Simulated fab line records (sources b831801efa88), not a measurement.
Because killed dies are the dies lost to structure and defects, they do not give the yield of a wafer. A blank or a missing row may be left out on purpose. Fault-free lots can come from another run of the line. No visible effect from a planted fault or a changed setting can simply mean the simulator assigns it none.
Matching of chambers || flow gf180mcu || GF_STI_ETCH_14 on rie_si-02 has 4 sister chambers
The step etches Si in HBr/Cl2/O2, target depth 360 nm, time 102.9 s. 8 wafers are shown with their chamber, then 7 later ones without.

== WAFERS WITH THEIR CHAMBER ==
{"wafer": "L325.4", "chamber": 3, "drypump_motor_current_A (A)": 5.1, "run_length_s (s)": 130.7}
{"wafer": "L327.2", "chamber": 3, "drypump_motor_current_A (A)": 5.1, "run_length_s (s)": 130.4}
{"wafer": "L329.5", "chamber": 2, "drypump_motor_current_A (A)": 4.8, "run_length_s (s)": 131.8}
{"wafer": "L329.6", "chamber": 1, "drypump_motor_current_A (A)": 5.3, "run_length_s (s)": 130.7}
{"wafer": "L330.2", "chamber": 2, "drypump_motor_current_A (A)": 4.8, "run_length_s (s)": 131.5}
{"wafer": "L330.4", "chamber": 1, "drypump_motor_current_A (A)": 5.3, "run_length_s (s)": 130.7}
{"wafer": "L330.6", "chamber": 0, "drypump_motor_current_A (A)": 6.2, "run_length_s (s)": 131.5}
{"wafer": "L331.1", "chamber": 0, "drypump_motor_current_A (A)": 6.1, "run_length_s (s)": 131.2}

== WAFERS MISSING THEIR CHAMBER ==
{"wafer": "L331.4", "drypump_motor_current_A (A)": 5.1, "run_length_s (s)": 130.5}
{"wafer": "L331.6", "drypump_motor_current_A (A)": 4.8, "run_length_s (s)": 131.2}
{"wafer": "L339.4", "drypump_motor_current_A (A)": 6.1, "run_length_s (s)": 131.1}
{"wafer": "L341.2", "drypump_motor_current_A (A)": 4.8, "run_length_s (s)": 131.3}
{"wafer": "L341.4", "drypump_motor_current_A (A)": 5.4, "run_length_s (s)": 131.2}
{"wafer": "L342.2", "drypump_motor_current_A (A)": 6.1, "run_length_s (s)": 131.8}
{"wafer": "L342.6", "drypump_motor_current_A (A)": 4.8, "run_length_s (s)": 131.6}

== THE CHAMBER EACH PASSED THROUGH ==
{"wafer": "L331.4", "from the rows above": 3, "in truth": 3}
{"wafer": "L331.6", "from the rows above": 2, "in truth": 2}
{"wafer": "L339.4", "from the rows above": 0, "in truth": 0}
{"wafer": "L341.2", "from the rows above": 2, "in truth": 2}
{"wafer": "L341.4", "from the rows above": 1, "in truth": 1}
{"wafer": "L342.2", "from the rows above": 0, "in truth": 0}
{"wafer": "L342.6", "from the rows above": 2, "in truth": 2}
7 of 7 placed correctly. Not placeable from these rows: 0. Wrongly placed: 0.
How it was worked out, from the rows above alone: a wafer's distance from a chamber is the root of the sum, over the readings, of the square of ((its reading less the chamber's mean) divided by the reading's scatter). The wafer belongs to the nearest chamber; if the next one is less than 2 further off, it can't be placed. Each chamber's mean is taken over the wafers shown for it. The scatter is the square root of a quotient: the sum, over the shown wafers, of each reading's squared deviation from its chamber's mean, divided by wafers minus chambers.
